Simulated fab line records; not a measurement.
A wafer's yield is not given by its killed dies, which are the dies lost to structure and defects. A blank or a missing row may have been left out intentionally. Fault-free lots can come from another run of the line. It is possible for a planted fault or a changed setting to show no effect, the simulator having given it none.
What tool caused it? ; flow gf180mcu ; 33 wafers from 11 lots sampled at 5 of the route's 602 steps

## WHAT THE GAUGES SHOWED, per wafer
GF_V5_THK_MEAS_01.
lot;measured;on;V5_CVD_00_THK (nm)
L780;day 26 03:20;filmMetro-03;301 296 301
L783;day 27 04:50;filmMetro-02;304 298 303
L784;day 27 07:48;filmMetro-02;298 297 300
L785;day 28 01:29;filmMetro-03;291 299 296
L790;day 29 12:47;filmMetro-01;300 303 302
L792;day 30 00:52;filmMetro-02;294 302 297
L793;day 30 14:38;filmMetro-01;297 293 297
L797;day 31 14:42;filmMetro-03;302 297 299
L798;day 31 22:40;filmMetro-03;299 302 302
L801;day 32 11:45;filmMetro-03;295 297 295
L803;day 32 17:31;filmMetro-03;302 304 301

GF_PASSIVATION_THK_MEAS_03.
lot;measured;on;PASSIVATION_CVD_02_THK (nm)
L780;day 27 23:36;filmMetro-04;707 711 696
L783;day 28 23:44;filmMetro-02;689 687 706
L784;day 29 02:29;filmMetro-02;712 710 725
L785;day 29 19:23;filmMetro-02;696 703 695
L790;day 31 04:40;filmMetro-02;685 694 696
L792;day 31 16:50;filmMetro-04;707 700 697
L793;day 32 04:39;filmMetro-04;692 707 703
L797;day 33 03:23;filmMetro-03;960 969 710
L798;day 33 11:01;filmMetro-03;692 707 695
L801;day 33 23:48;filmMetro-03;975 723 970
L803;day 34 04:30;filmMetro-04;687 715 698

## TOOL THAT RAN EACH LOT (tool first, then ch and the chambers of the sampled wafers, then the start)
lot;GF_V5_ETCH_16;GF_TOP_METAL_STRIP_17;GF_PASSIVATION_CVD_02
L780;rieDiel-03 ch 2,3, day 27 00:40;plasmaAsher-01 ch 0,1, day 27 22:14;pecvd-02 ch 0,1,2, day 27 23:25
L783;rieDiel-02 ch 0,1,3, day 28 01:40;plasmaAsher-02 ch 0,1, day 28 22:47;pecvd-02 ch 0,1,2, day 28 23:27
L784;rieDiel-03 ch 0,2,3, day 28 03:46;plasmaAsher-03 ch 0,1, day 29 01:31;pecvd-01 ch 0,1, day 29 02:11
L785;rieDiel-03 ch 1,2,3, day 28 21:24;plasmaAsher-01 ch 0,1, day 29 18:26;pecvd-02 ch 0,1,2, day 29 19:07
L790;rieDiel-01 ch 0,3, day 30 08:01;plasmaAsher-01 ch 0,1, day 31 03:42;pecvd-01 ch 1,2, day 31 04:23
L792;rieDiel-02 ch 0,1,3, day 30 20:31;plasmaAsher-01 ch 0,1, day 31 15:53;pecvd-02 ch 0,1,2, day 31 16:33
L793;rieDiel-03 ch 1,2,3, day 31 08:30;plasmaAsher-01 ch 0, day 32 03:40;pecvd-01 ch 1,2, day 32 04:22
L797;rieDiel-03 ch 0,1,3, day 32 08:11;plasmaAsher-03 ch 0,1, day 33 02:25;pecvd-01 ch 0,2, day 33 03:04
L798;rieDiel-01 ch 0,2,3, day 32 15:38;plasmaAsher-01 ch 0,1, day 33 09:53;pecvd-02 ch 0,2, day 33 10:34
L801;rieDiel-02 ch 1,2, day 33 04:58;plasmaAsher-02 ch 0,1, day 33 22:50;pecvd-01 ch 0,1,2, day 33 23:38
L803;rieDiel-03 ch 2,3, day 33 10:32;plasmaAsher-02 ch 0,1, day 34 03:32;pecvd-02 ch 0,2, day 34 04:13
- GF_V5_ETCH_16: etches BARC in N2/H2.
- GF_TOP_METAL_STRIP_17: strips in O2/N2.
- GF_PASSIVATION_CVD_02: deposits Si3N4, target thk 700 nm, time 486.18 s.

## WHAT THE TOOLS THEMSELVES READ (means of the sampled wafers that have a number; where no wafer has one, the mark that the record gives instead)
GF_V5_ETCH_16.
lot;tool;drypumpMotorCurrentA (A);h2FlowSccm (sccm);oesProductAu (a.u.);throttleValvePct (%)
L780;rieDiel-03;5.2;200.3;0.855;13.226
L783;rieDiel-02;5.5;199.7;0.854;13.230
L784;rieDiel-03;5.4;199.8;0.854;13.216
L785;rieDiel-03;5.2;199.4;0.857;13.222
L790;rieDiel-01;5.9;199.6;0.858;13.224
L792;rieDiel-02;5.5;200.4;0.859;13.223
L793;rieDiel-03;5.2;199.6;0.856;13.233
L797;rieDiel-03;5.3;199.9;0.850;13.225
L798;rieDiel-01;5.9;199.9;0.853;13.222
L801;rieDiel-02;5.5;200.3;0.857;13.228
L803;rieDiel-03;5.4;199.4;0.854;13.217

GF_TOP_METAL_STRIP_17.
lot;tool;drypumpMotorCurrentA (A);heaterPowerW (W);oesProductAu (a.u.);stripTimeToEndpointS (s)
L780;plasmaAsher-01;5.2;356;0.711;13.19
L783;plasmaAsher-02;6.0;332;0.711;13.33
L784;plasmaAsher-03;5.5;302;0.715;13.27
L785;plasmaAsher-01;5.5;341;0.713;13.26
L790;plasmaAsher-01;5.5;339;0.711;13.23
L792;plasmaAsher-01;5.5;342;0.709;13.29
L793;plasmaAsher-01;4.9;361;0.711;13.22
L797;plasmaAsher-03;5.9;314;0.704;13.15
L798;plasmaAsher-01;5.2;354;0.707;13.29
L801;plasmaAsher-02;6.0;331;0.711;13.16
L803;plasmaAsher-02;6.1;350;0.709;13.23

GF_PASSIVATION_CVD_02.
lot;tool;heaterPowerW (W)
L780;pecvd-02;691
L783;pecvd-02;669
L784;pecvd-01;711
L785;pecvd-02;671
L790;pecvd-01;902
L792;pecvd-02;633
L793;pecvd-01;830
L797;pecvd-01;765
L798;pecvd-02;704
L801;pecvd-01;786
L803;pecvd-02;744

## THE ANSWER, worked out from the rows above alone
Rule: what is usual is taken from the lots themselves. The widest of any qualifying gaps counts: lots, ordered by their means at a reading, are off when they make up no more than a third of the lots, leave a main group of 4 or more, and stand apart from it by 3 or more times the standard deviation of that group's means. A main group is skipped when, at the precision printed for the reading in the tables above, its means are all equal. A lot without any number at a reading at which 4 lots or more have one is off too. The other lots that the step has rows for count as sound. First the gauges in route order, then the tools' own readings, where a lot's mean is used as printed above. At the first step where some lot is off, the reading lying furthest off is the one used; lots without a number count as furthest.
Off: at GF_PASSIVATION_THK_MEAS_03 (PASSIVATION_CVD_02_THK), L797, L801. The main group: mean 700 nm, standard deviation 6.5.
A tool fits if, at a process step before that reading, it ran every lot that is off, and no sound lot after the first of them. Those tools and the gauges at GF_PASSIVATION_THK_MEAS_03 are tried in the same way. One fits: GF_PASSIVATION_CVD_02 on pecvd-01. Its last sound lot is L793 (day 32 04:22), its first lot that is off L797 (day 33 03:04): a fault that began between those two fits.

## WHAT HAD BEEN PUT IN BY THE SIMULATOR
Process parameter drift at GF_PASSIVATION_CVD_02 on pecvd-01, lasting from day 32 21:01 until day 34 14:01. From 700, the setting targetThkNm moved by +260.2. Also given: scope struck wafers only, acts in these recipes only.
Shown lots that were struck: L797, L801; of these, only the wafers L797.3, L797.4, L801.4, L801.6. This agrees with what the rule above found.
